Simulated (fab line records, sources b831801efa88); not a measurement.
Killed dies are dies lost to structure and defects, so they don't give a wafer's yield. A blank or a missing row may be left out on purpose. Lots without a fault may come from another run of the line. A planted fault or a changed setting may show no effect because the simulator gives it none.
Chamber matching | flow sfq_line | SFQ_TRILAYER_I4_CMP_CMP_100 on cmp-02: 4 sister chambers
The step polishes SiO2. 4 wafers are shown with their chamber, then 9 later ones without.

WAFERS WITH THEIR CHAMBER
wafer  | chamber | motor_current_A (A)
L534.1 | 1       | 10.1
L538.2 | 3       | 11.4
L538.3 | 2       | 8.3
L538.6 | 0       | 10.0

WAFERS WITHOUT THEIR CHAMBER
wafer  | motor_current_A (A)
L542.1 | 10.0
L542.3 | 7.9
L542.5 | 9.9
L543.2 | 10.6
L543.4 | 9.6
L543.6 | 10.3
L544.3 | 7.9
L544.4 | 9.8
L544.5 | 11.3

WHICH CHAMBER EACH WENT THROUGH
wafer  | from the rows above          | in truth
L542.1 | can't be placed: 0 or 1      | 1
L542.3 | 2                            | 2
L542.5 | can't be placed: 0 or 1      | 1
L543.2 | can't be placed: 1 or 0 or 3 | 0
L543.4 | can't be placed: 0 or 1      | 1
L543.6 | can't be placed: 1 or 0      | 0
L544.3 | 2                            | 2
L544.4 | can't be placed: 0 or 1      | 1
L544.5 | 3                            | 3
Placed correctly: 3 of 9. Can't be placed from these rows: 6 (the true chamber is among the candidates in 6). Placed wrongly: 0.
How it was worked out, from the rows above alone: a wafer's distance from a chamber is the root of the sum, over the readings, of the square of ((its reading less the chamber's mean) divided by the reading's scatter). The wafer belongs to the nearest chamber; if the next one is less than 2 further off, it can't be placed. A chamber's mean is the mean of its shown wafers. The scatter: with one shown wafer a chamber, the root of the mean of the squares of how far each hidden wafer lies from its nearest shown one.
